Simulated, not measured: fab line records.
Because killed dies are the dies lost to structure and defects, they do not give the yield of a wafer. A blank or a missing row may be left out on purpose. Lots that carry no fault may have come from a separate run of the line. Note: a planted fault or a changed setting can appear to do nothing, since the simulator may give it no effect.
fab line records | flow sky130
[record] lots = 5 wafers = 15 last-day = 50
route steps=708 shown VT_ADJUST_LVTN@111 VT_ADJUST_NCORE@119 VT_ADJUST_HVTR@131 PAD_OPEN@708
lots that met no fault: taken from a fault-free run of the same line
start-h: the number of hours between the record's first day and the start of the first shown wafer of the lot | wait-h: time in hours since the lot's previous step | " identical to the entry in the row above | L1.1+2: one row covering several wafers at once | - no value, or no start was given | * or withheld: withheld | < > ~ a bound
route shown NAME@n: NAME is a module with steps in the file, n the number in the route of the first one | usual: mean/standard deviation of fault-free wafers | same: alike in all rows | chamber/n: place in a boat | sites: the reading at each site | _std_site: the values' standard deviation | _edge_site: outer sites' mean less inner sites' | radius-mm: for every site, how far away it sits from the centre of the wafer | mask NAME#n: copy n | behind: the last tool/chamber to shape the wafer | hold: why the lot went on hold/how many hours it stayed there/how the hold came to an end | device: the transistor (n, p or np) that didn't switch | end of line: tests run on the same wafers once the route is complete | a step without rows: its recipe alone | killed: not the wafer's yield, but the dies lost to structure and defects at the first sort | map: per-die view of a wafer (x killed, . not killed, _ where there is no die)
set.NAME: setting as actually run; set.NAME@STEP: the setting as run at that earlier step | model.NAME: the simulator's own value behind a step, which no gauge read
lots at some steps of the route; a table a step, a row a wafer
services: from which hour (start-h, from the record's first day; less than 0 if before it) a tool's chamber was out of use, for how many hours, and why
[[steps]]
[step SKY_VT_ADJUST_LVTN_SOFTBAKE_14]
[recipe] temp-c = 90 time-s = 60 resist = NOVOLAK
[step SKY_VT_ADJUST_LVTN_EXPOSE_15]
[recipe] mask-id = HVN_STD_DERIVED na = 0.6 source-shape = conventional sigma-outer = 0.6 polarization = unpolarized target-cd-nm = 600 dose-mj = 163
[step SKY_VT_ADJUST_LVTN_PEB_16]
[recipe] temp-c = withheld time-s = * resist = NOVOLAK
[step SKY_VT_ADJUST_LVTN_DEVELOP_17]
[recipe] resist = NOVOLAK developer = TMAH develop-time-s = 60 dev-temp-c = 23
[step SKY_VT_ADJUST_LVTN_OVL_MEAS_18]
[usual] VT_ADJUST_LVTN_01_OVL = 1.7/1.5
// columns lot.wafer tool chamber start-h wait-h VT_ADJUST_LVTN_01_OVL[nm]
L513.3 overlay-01 - 172.04 0.1 4.5
L513.4 " - " " 3.8
L513.6 " - " " 3.7
L520.1 overlay-01 - 230.62 0.1 5.4
L520.5 " - " " 5.1
L520.6 " - " " 3.0
L530.1 overlay-02 - 293.83 0.1 3.5
L530.2 " - " " 2.7
L530.6 " - " " 1.3
L531.3 overlay-02 - 295.44 0.1 2.6
L531.4 " - " " 1.0
L531.6 " - " " 1.0
L532.1 overlay-02 - 317.87 0.1 0.2
L532.4 " - " " 0.6
L532.6 " - " " 1.3
[step SKY_VT_ADJUST_LVTN_IMPLANT_19]
[recipe] species = B energy-kev = 30 dose-cm2 = 6.5e+11 tilt-deg = withheld
[step SKY_VT_ADJUST_LVTN_STRIP_20]
[recipe] chemistry = O2/N2 power-w = 1400 pressure-mtorr = 1500 platen-temp-c = withheld o2-flow-sccm = 3000 n2-flow-sccm = 300 overash-fraction = 0.5
[usual] drypump-motor-current-A = 5.7/0.38 oes-product-au = 0.716/0.005 strip-time-to-endpoint-s = 14.17/0.045
[same] overash-fraction = 0.5
// columns lot.wafer tool chamber start-h wait-h drypump-motor-current-A oes-product-au rf-hours-counter-h strip-time-to-endpoint-s
L513.3 plasma-asher-03 1 172.25 0.1 5.8 0.721 - 14.14
L513.4 " 0 " " 6.2 0.713 - 14.14
L513.6 " 0 " " 6.2 0.730 - 14.15
L520.1 plasma-asher-01 0 230.81 0.1 5.9 0.710 43 14.27
L520.5 " 1 " " 5.1 0.712 - 14.25
L520.6 " 0 " " 5.9 0.714 - 14.26
L530.1 plasma-asher-02 1 294.02 0.1 5.9 0.716 18 14.20
L530.2 " 0 " " 5.3 0.720 18 14.23
L530.6 " 1 " " 5.9 0.712 - 14.14
L531.3 plasma-asher-03 1 295.65 0.1 5.8 0.711 - 14.12
L531.4 " 0 " " 6.2 0.709 - 14.11
L531.6 " 0 " " 6.2 0.714 - 14.16
L532.1 plasma-asher-03 1 318.06 0.1 5.7 0.715 65 14.17
L532.4 " 1 " " 5.7 0.713 - 14.20
L532.6 " 1 " " 5.7 0.705 - 14.25
[step SKY_VT_ADJUST_LVTN_TW_MEAS_21]
[usual] VT_ADJUST_LVTN_2_TW = 186/3.9
// columns lot.wafer tool chamber start-h wait-h VT_ADJUST_LVTN_2_TW
L513.3 film-metro-04 - 172.34 0.1 185
L513.4 " - " " 184
L513.6 " - " " 185
L520.1 film-metro-01 - 230.93 0.1 181
L520.5 " - " " 182
L520.6 " - " " 181
L530.1 film-metro-01 - 294.12 0.1 181
L530.2 " - " " 181
L530.6 " - " " 180
L531.3 film-metro-03 - 295.74 0.1 191
L531.4 " - " " 192
L531.6 " - " " 190
L532.1 film-metro-01 - 318.16 0.1 180
L532.4 " - " " 180
L532.6 " - " " 180
[step SKY_VT_ADJUST_NCORE_DEHYDRATE_00]
[recipe] temp-c = 200 time-s = 60
[step SKY_VT_ADJUST_NCORE_HMDS_01]
[recipe] prime-time-s = 60 prime-temp-c = 120
[step SKY_VT_ADJUST_NCORE_COAT_02]
[recipe] resist = NOVOLAK spin-rpm = 3000 resist-thk-nm = 1140
[step SKY_VT_ADJUST_NCORE_SOFTBAKE_03]
[recipe] temp-c = 90 time-s = 60 resist = NOVOLAK
[step SKY_VT_ADJUST_NCORE_EXPOSE_04]
[recipe] mask-id = LVTN_COMPLEMENT_THIN na = 0.6 source-shape = conventional sigma-outer = 0.6 polarization = unpolarized target-cd-nm = 380 dose-mj = 139
[usual] exposure-dose-mJ-cm2 = 139.00/0.15 focus-offset-nm = 0.0/0.56
// columns lot.wafer tool chamber start-h wait-h mask exposure-dose-mJ-cm2 focus-offset-nm
L513.3 iline-stepper-01 0 182.64 - LVTN_COMPLEMENT_THIN#0 139.24 -0.3
L513.4 " 0 " " LVTN_COMPLEMENT_THIN#0 138.91 -0.3
L513.6 " 0 " " LVTN_COMPLEMENT_THIN#0 138.96 0.3
L520.1 iline-stepper-02 0 241.97 - HVN_STD_DERIVED#0 139.21 -0.7
L520.5 " 0 " " HVN_STD_DERIVED#0 139.24 0.4
L520.6 " 0 " " HVN_STD_DERIVED#0 139.14 1.5
L530.1 iline-stepper-02 0 306.89 - LVTN_COMPLEMENT_THIN#0 138.91 0.5
L530.2 " 0 " " LVTN_COMPLEMENT_THIN#0 139.00 0.0
L530.6 " 0 " " LVTN_COMPLEMENT_THIN#0 138.92 0.4
L531.3 iline-stepper-02 0 308.53 - LVTN_COMPLEMENT_THIN#0 138.97 -0.1
L531.4 " 0 " " LVTN_COMPLEMENT_THIN#0 138.91 0.8
L531.6 " 0 " " LVTN_COMPLEMENT_THIN#0 138.92 -0.1
L532.1 iline-stepper-02 0 331.31 - LVTN_COMPLEMENT_THIN#0 138.89 0.8
L532.4 " 0 " " LVTN_COMPLEMENT_THIN#0 139.09 1.0
L532.6 " 0 " " LVTN_COMPLEMENT_THIN#0 139.12 1.7
[step SKY_VT_ADJUST_NCORE_PEB_05]
[recipe] temp-c = withheld time-s = * resist = NOVOLAK
[step SKY_VT_ADJUST_NCORE_DEVELOP_06]
[recipe] resist = NOVOLAK developer = TMAH develop-time-s = 60 dev-temp-c = 23
[step SKY_VT_ADJUST_NCORE_CD_MEAS_07]
[recipe] target-cd-nm = 380
[usual] cd-nm = 380/3
// columns lot.wafer tool chamber start-h wait-h cd-nm
L513.3 cd-sem-01 - 193.26 0.1 379
L513.4 " - " " 380
L513.6 " - " " 380
L520.1 cd-sem-02 - 253.54 0.1 -
L520.5 " - " " -
L520.6 " - " " -
L530.1 cd-sem-02 - 319.79 0.1 374
L530.2 " - " " 374
L530.6 " - " " 375
L531.3 cd-sem-01 - 321.33 0.1 385
L531.4 " - " " 384
L531.6 " - " " 382
L532.1 cd-sem-02 - 344.72 0.1 376
L532.4 " - " " 378
L532.6 " - " " 375
[step SKY_VT_ADJUST_NCORE_OVL_MEAS_08]
[usual] VT_ADJUST_NCORE_OVL = 0.9/1.2
// columns lot.wafer tool chamber start-h wait-h VT_ADJUST_NCORE_OVL[nm]
L513.3 overlay-02 - 193.36 0.1 0.8
L513.4 " - " " 0.9
L513.6 " - " " 2.4
L520.1 overlay-02 - 253.66 0.1 -
L520.5 " - " " -
L520.6 " - " " -
L530.1 overlay-01 - 319.91 0.1 0.9
L530.2 " - " " 0.1
L530.6 " - " " 0.8
L531.3 overlay-02 - 321.42 0.1 1.2
L531.4 " - " " 1.8
L531.6 " - " " 1.9
L532.1 overlay-01 - 344.84 0.1 -1.6
L532.4 " - " " 0.6
L532.6 " - " " 0.2
[step SKY_VT_ADJUST_NCORE_IMPLANT_09]
[recipe] species = B energy-kev = 10 dose-cm2 = 2.4e+12 tilt-deg = withheld
[step SKY_VT_ADJUST_NCORE_STRIP_10]
[recipe] chemistry = O2/N2 power-w = 1400 pressure-mtorr = 1500 platen-temp-c = withheld o2-flow-sccm = 3000 n2-flow-sccm = 300 overash-fraction = 0.5
[usual] drypump-motor-current-A = 5.5/0.39 oes-product-au = 0.716/0.0041 strip-time-to-endpoint-s = 14.17/0.041
[same] overash-fraction = 0.5
// columns lot.wafer tool chamber start-h wait-h drypump-motor-current-A oes-product-au rf-hours-counter-h strip-time-to-endpoint-s
L513.3 plasma-asher-01 0 193.56 0.1 5.9 0.714 - 14.22
L513.4 " 1 " " 5.1 0.717 - 14.16
L513.6 " 0 " " 5.9 0.717 - 14.16
L520.1 plasma-asher-04 1 253.85 0.1 5.0 0.716 51 14.19
L520.5 " 0 " " 5.9 0.717 - 14.14
L520.6 " 1 " " 5.0 0.720 - 14.15
L530.1 plasma-asher-02 0 320.10 0.1 5.3 0.715 20 14.21
L530.2 " 1 " " 5.9 0.714 20 14.21
L530.6 " 0 " " 5.3 0.719 - 14.22
L531.3 plasma-asher-02 0 321.63 0.1 5.3 0.720 - 14.17
L531.4 " 1 " " 5.9 0.711 - 14.16
L531.6 " 1 " " 5.9 0.711 - 14.15
L532.1 plasma-asher-02 1 345.03 0.1 5.9 0.719 23 14.10
L532.4 " 1 " " 5.9 0.718 - 14.13
L532.6 " 1 " " 5.9 0.714 - 14.04
[step SKY_VT_ADJUST_NCORE_TW_MEAS_11]
[usual] VT_ADJUST_NCORE_TW = 217/5.4
// columns lot.wafer tool chamber start-h wait-h VT_ADJUST_NCORE_TW
L513.3 film-metro-02 - 193.65 0.1 222
L513.4 " - " " 222
L513.6 " - " " 222
L520.1 film-metro-03 - 253.95 0.1 30
L520.5 " - " " 30
L520.6 " - " " 30
L530.1 film-metro-02 - 320.20 0.1 221
L530.2 " - " " 222
L530.6 " - " " 222
L531.3 film-metro-01 - 321.72 0.1 209
L531.4 " - " " 210
L531.6 " - " " 210
L532.1 film-metro-03 - 345.13 0.1 221
L532.4 " - " " 221
L532.6 " - " " 222
[step SKY_VT_ADJUST_HVTR_DEHYDRATE_00]
[recipe] temp-c = 200 time-s = 60
[step SKY_PAD_OPEN_PROBE_99]
// columns lot.wafer tool chamber start-h wait-h model.etest.pfet_16v.r-on-ohm-um model.etest.nfet_16v.r-on-ohm-um model.etest.pfet-g5v0d10v5.r-on-ohm-um model.etest.tip-p.rs-ohm-sq model.etest.pfet_01v8.r-on-ohm-um model.etest.tip_p_5v.rs-ohm-sq model.etest.pfet-g5v0d10v5.drive-ua-um model.etest.sram-nfet-pass.drive-ua-um
L513.3 prober-01 - 1082.26 0.2 1.544e+04 1.412e+04 4686 6876 2942 2928 343.4 515.9
L513.4 prober-01 - 1082.31 0.2 1.505e+04 1.409e+04 4757 6894 2985 2907 340.4 504.3
L513.6 prober-01 - 1082.41 0.2 1.549e+04 1.421e+04 4728 6894 2933 2880 341.8 501.6
L520.1 prober-02 - 1130.05 0.1 1.667e+04 1.221e+04 6109 7507 3384 3156 242.1 570.2
L520.5 prober-02 - 1130.25 0.2 1.659e+04 1.224e+04 6108 7534 3361 3125 242.3 540.1
L520.6 prober-02 - 1130.30 0.2 1.692e+04 1.221e+04 6118 7454 3379 3128 243.2 565.2
L530.1 prober-02 - 1181.85 0.1 1.488e+04 1.385e+04 4811 6712 2844 2879 335.3 488.8
L530.2 prober-02 - 1181.90 0.1 1.503e+04 1.376e+04 4757 6735 2828 2858 340.6 497.3
L530.6 prober-02 - 1182.10 0.2 1.492e+04 1.383e+04 4731 6731 2826 2882 339.8 501.4
L531.3 prober-01 - 1184.61 0.2 1.576e+04 1.421e+04 4873 6741 2867 2895 331.7 503.1
L531.4 prober-01 - 1184.66 0.2 1.565e+04 1.415e+04 4907 6747 2853 2937 325.6 486.9
L531.6 prober-01 - 1184.76 0.2 1.549e+04 1.411e+04 4891 6738 2823 2914 331.4 510.2
L532.1 prober-02 - 1196.04 0.1 1.553e+04 1.455e+04 4745 6887 2896 2855 345.1 501.9
L532.4 prober-02 - 1196.19 0.2 1.525e+04 1.439e+04 4748 6864 2936 2834 345 485.4
L532.6 prober-02 - 1196.29 0.2 1.558e+04 1.449e+04 4828 6902 2985 2847 341 498.4
// killed by level:class
L513.3 VIA1:geometric-particle:open=12 CONTACT:geometric-particle:open=8 VIA1:geometric-particle:short=7 VIA3:geometric-particle:open=7 VIA2:geometric-particle:open=7 CONTACT:geometric-particle:short=6 METAL1:geometric-particle:short=6 LI_CONTACT:geometric-particle:open=5
L513.4 VIA1:geometric-particle:open=13 CONTACT:geometric-particle:open=10 VIA2:geometric-particle:open=8 LI_CONTACT:geometric-particle:open=7 METAL2:geometric-particle:short=5 METAL1:geometric-particle:short=4 VIA1:geometric-particle:short=4 FIELD_ISO:geometric-particle:short=3
L513.6 CONTACT:geometric-particle:open=10 VIA1:geometric-particle:open=9 METAL1:geometric-particle:short=8 METAL2:geometric-particle:short=7 LI_CONTACT:geometric-particle:open=6 VIA2:geometric-particle:open=6 POLY_GATE:geometric-particle:open=4 POLY_GATE:geometric-particle:short=4
L530.1 VIA1:geometric-particle:open=9 CONTACT:geometric-particle:open=8 METAL1:geometric-particle:short=8 METAL2:geometric-particle:short=6 VIA2:geometric-particle:open=6 LI_CONTACT:geometric-particle:open=5 LOCAL_INTERCONNECT:geometric-particle:short=5 POLY_GATE:geometric-particle:short=4
L530.2 CONTACT:geometric-particle:open=9 VIA1:geometric-particle:open=9 LI_CONTACT:geometric-particle:open=7 METAL1:geometric-particle:short=6 VIA3:geometric-particle:open=6 POLY_GATE:geometric-particle:short=5 POLY_GATE:geometric-particle:open=5 METAL2:geometric-particle:short=4
L530.6 METAL2:geometric-particle:short=9 CONTACT:geometric-particle:open=7 LI_CONTACT:geometric-particle:open=6 VIA3:geometric-particle:open=6 FIELD_ISO:geometric-particle:short=5 LI_CONTACT:geometric-particle:short=4 METAL1:geometric-particle:short=4 VIA1:geometric-particle:open=4
L531.3 VIA1:geometric-particle:open=17 LI_CONTACT:geometric-particle:open=13 VIA3:geometric-particle:open=8 CONTACT:geometric-particle:short=6 VIA1:geometric-particle:short=6 METAL1:geometric-particle:short=6 CONTACT:geometric-particle:open=5 VIA3:geometric-particle:short=5
L531.4 CONTACT:geometric-particle:open=17 VIA1:geometric-particle:open=10 CONTACT:geometric-particle:short=8 LI_CONTACT:geometric-particle:open=6 VIA3:geometric-particle:open=6 LOCAL_INTERCONNECT:geometric-particle:short=6 METAL1:geometric-particle:short=5 FIELD_ISO:geometric-particle:open=4
L531.6 VIA1:geometric-particle:open=7 VIA1:geometric-particle:short=7 VIA2:geometric-particle:open=7 CONTACT:geometric-particle:short=5 CONTACT:geometric-particle:open=5 METAL1:geometric-particle:short=5 FIELD_ISO:geometric-particle:short=4 FIELD_ISO:geometric-particle:open=4
L532.1 CONTACT:geometric-particle:open=15 METAL1:geometric-particle:short=9 FIELD_ISO:geometric-particle:open=8 LI_CONTACT:geometric-particle:open=8 VIA1:geometric-particle:open=8 METAL2:geometric-particle:short=6 CONTACT:geometric-particle:short=4 VIA1:geometric-particle:short=4
L532.4 VIA1:geometric-particle:open=15 CONTACT:geometric-particle:open=10 METAL1:geometric-particle:short=7 VIA2:geometric-particle:short=5 FIELD_ISO:geometric-particle:open=4 VIA3:geometric-particle:short=4 FIELD_ISO:geometric-particle:short=3 SPACER:geometric-particle:open=3
L532.6 CONTACT:geometric-particle:open=9 LI_CONTACT:geometric-particle:open=8 VIA1:geometric-particle:open=6 METAL1:geometric-particle:short=5 CONTACT:geometric-particle:short=4 VIA2:geometric-particle:open=4 FIELD_ISO:geometric-particle:short=3 POLY_GATE:geometric-particle:open=3
[[services]]
// columns tool chamber start-h hours kind
plasma-asher-02 - 166.38 0.4 repair
iline-stepper-02 - 173.62 1.3 repair
iline-stepper-02 - 187.53 17.7 repair
plasma-asher-04 - 211.79 39.8 pm
iline-stepper-02 - 216.49 1.7 pm
plasma-asher-01 - 224.61 0.4 repair
plasma-asher-01 - 253.28 0.7 repair
plasma-asher-01 - 261.76 4.7 repair
plasma-asher-04 - 271.82 4.3 repair
plasma-asher-01 - 273.06 1.7 repair
iline-stepper-02 - 286.18 4.4 pm
iline-stepper-01 - 295.50 1.7 pm
plasma-asher-03 - 311.88 2.7 repair
plasma-asher-02 - 324.62 2.8 pm
plasma-asher-04 - 326.28 12.6 repair
iline-stepper-02 - 341.87 6.7 repair
[[key]]
[first-sign] step = SKY_VT_ADJUST_NCORE_EXPOSE_04 reading = mask direction = changed
[effect] step = SKY_VT_ADJUST_NCORE_CD_MEAS_07 reading = cd-nm direction = missing
[effect] step = SKY_VT_ADJUST_NCORE_OVL_MEAS_08 reading = VT_ADJUST_NCORE_OVL direction = missing
[effect] step = SKY_VT_ADJUST_NCORE_TW_MEAS_11 reading = VT_ADJUST_NCORE_TW direction = down sigmas = 35 usual = 217 struck = 30
[model-effect] step = SKY_PAD_OPEN_PROBE_99 value = etest.pfet_16v.r-on-ohm-um without = 1.512e+04 struck = 1.673e+04
met-at SKY_VT_ADJUST_NCORE_EXPOSE_04
struck-wafers L520.1,L520.5,L520.6
sort-left-out L520.1,L520.5,L520.6
tester-left-out L520
[fault] kind = wrong-mask tool = any chamber = - onset-h = 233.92 steps = SKY_VT_ADJUST_NCORE_EXPOSE_04 aux-copy = HVN_STD_DERIVED#0 scope = struck-lots-only
// tester-left-out: of these lots the tester's yield and bins aren't shown, on N5 and GAA mostly nor the transistor test; their killed dies are dies lost to structure and defects alone, not to doping, threshold or leakage, so they don't give the yield
// sort-left-out: the simulated sort isn't trusted on such a fault, so these wafers' sort isn't shown, and their yield isn't known
